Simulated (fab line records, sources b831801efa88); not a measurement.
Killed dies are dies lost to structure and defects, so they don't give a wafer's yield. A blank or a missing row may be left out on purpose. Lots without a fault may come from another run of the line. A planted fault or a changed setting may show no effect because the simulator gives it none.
Which tool did it? | flow sky130 | 14 lots, 42 wafers sampled, at 3 steps of a route of 708

WHAT THE GAUGES READ, wafer by wafer
SKY_VIA3_THK_MEAS_23: measures by xrf.
lot  | measured     | on            | VIA3_W_THK (nm)
L122 | day 40 05:19 | film_metro-02 | 400 403 405
L124 | day 40 23:20 | film_metro-01 | 400 401 397
L125 | day 41 08:46 | film_metro-01 | 399 393 396
L126 | day 41 16:01 | film_metro-04 | 397 394 401
L128 | day 42 20:59 | film_metro-01 | 389 393 388
L130 | day 43 00:58 | film_metro-04 | 395 394 400
L131 | day 43 13:39 | film_metro-02 | 400 402 402
L132 | day 44 04:29 | film_metro-02 | 408 411 404
L133 | day 44 12:20 | film_metro-04 | 388 397 391
L135 | day 44 18:20 | film_metro-04 | 393 395 395
L136 | day 44 21:13 | film_metro-02 | 406 400 402
L137 | day 44 22:42 | film_metro-02 | 403 402 410
L138 | day 45 02:10 | film_metro-04 | 393 389 386
L139 | day 45 05:36 | film_metro-01 | 401 400 400

SKY_VIA4_THK_MEAS_01.
lot  | measured     | on            | VIA4_HDPCVD_THK (nm)
L122 | day 42 08:33 | film_metro-01 | 1734 1728 1715
L124 | day 43 01:43 | film_metro-02 | 1768 1761 1743
L125 | day 43 08:55 | film_metro-03 | 1737 1766 1763
L126 | day 43 15:29 | film_metro-03 | 1721 1709 1721
L128 | day 44 19:47 | film_metro-03 | 1733 1740 1729
L130 | day 45 02:34 | film_metro-03 | 1760 1769 1771
L131 | day 45 10:46 | film_metro-02 | 1728 1778 1745
L132 | day 46 01:33 | film_metro-01 | 1766 1746 1758
L133 | day 46 09:44 | film_metro-03 | 1706 1753 1710
L135 | day 46 14:11 | film_metro-02 | 1758 1713 1731
L136 | day 46 16:11 | film_metro-03 | 1715 1740 1742
L137 | day 46 18:52 | film_metro-01 | 1709 1708 1715
L138 | day 46 21:38 | film_metro-02 | 1717 1758 1714
L139 | day 47 01:31 | film_metro-01 | 1732 1747 1735

WHICH TOOL RAN EACH LOT (tool, then ch and the chambers of the sampled wafers, then the start)
lot  | SKY_METAL4_DESCUM_15
L122 | rie_metal-03 ch 0,1, day 42 07:26
L124 | rie_metal-01 ch 0,1, day 43 00:36
L125 | rie_metal-03 ch 0, day 43 07:48
L126 | rie_metal-03 ch 0,1, day 43 14:17
L128 | rie_metal-01 ch 0,1, day 44 18:41
L130 | rie_metal-02 ch 0,1, day 45 01:28
L131 | rie_metal-03 ch 0,1, day 45 09:39
L132 | rie_metal-01 ch 0,1, day 46 00:24
L133 | rie_metal-03 ch 0,1, day 46 08:37
L135 | rie_metal-01 ch 0, day 46 13:05
L136 | rie_metal-02 ch 0,1, day 46 14:51
L137 | rie_metal-03 ch 1, day 46 17:30
L138 | rie_metal-02 ch 0,1, day 46 20:29
L139 | rie_metal-01 ch 0, day 47 00:15
- SKY_METAL4_DESCUM_15: chemistry O2, time 8 s.

WHAT THE TOOLS THEMSELVES READ (means of the sampled wafers that have a number; where no wafer has one, the mark that the record gives instead)
SKY_METAL4_DESCUM_15.
lot  | tool         | drypump_motor_current_A (A) | oes_product_au (a.u.)
L122 | rie_metal-03 | 6.0                         | 1.010
L124 | rie_metal-01 | 6.2                         | 1.000
L125 | rie_metal-03 | 6.2                         | 1.011
L126 | rie_metal-03 | 6.0                         | 1.010
L128 | rie_metal-01 | 6.0                         | 1.001
L130 | rie_metal-02 | 5.9                         | 0.996
L131 | rie_metal-03 | 6.0                         | 1.003
L132 | rie_metal-01 | 6.2                         | 1.005
L133 | rie_metal-03 | 6.0                         | 1.013
L135 | rie_metal-01 | 6.4                         | 1.005
L136 | rie_metal-02 | 5.8                         | 1.007
L137 | rie_metal-03 | 5.6                         | 1.007
L138 | rie_metal-02 | 5.9                         | 1.005
L139 | rie_metal-01 | 6.4                         | 1.019

THE ANSWER, worked out from the rows above alone
Rule: what is usual is taken from the lots themselves. Put in order of their means at a reading, lots are off if they are a third of the lots or fewer, leave a main group of 4 or more, and stand apart from it by a gap of 3 or more times the standard deviation of the main group's means; of several such gaps the widest counts. A main group whose means are all the same, to the digits that the tables above print for the reading, isn't used. A lot without any number at a reading at which 4 lots or more have one is off too. The other lots that the step has rows for count as sound. The gauges are gone through in route order, then the tools' own readings, and for those a lot's mean is taken as printed above. The first step at which some lot is off is used, and at that step the reading that is off furthest; a lot without a number counts as furthest.
No lot is off at any reading shown: from this, nothing can be told.

WHAT THE SIMULATOR HAD PUT IN
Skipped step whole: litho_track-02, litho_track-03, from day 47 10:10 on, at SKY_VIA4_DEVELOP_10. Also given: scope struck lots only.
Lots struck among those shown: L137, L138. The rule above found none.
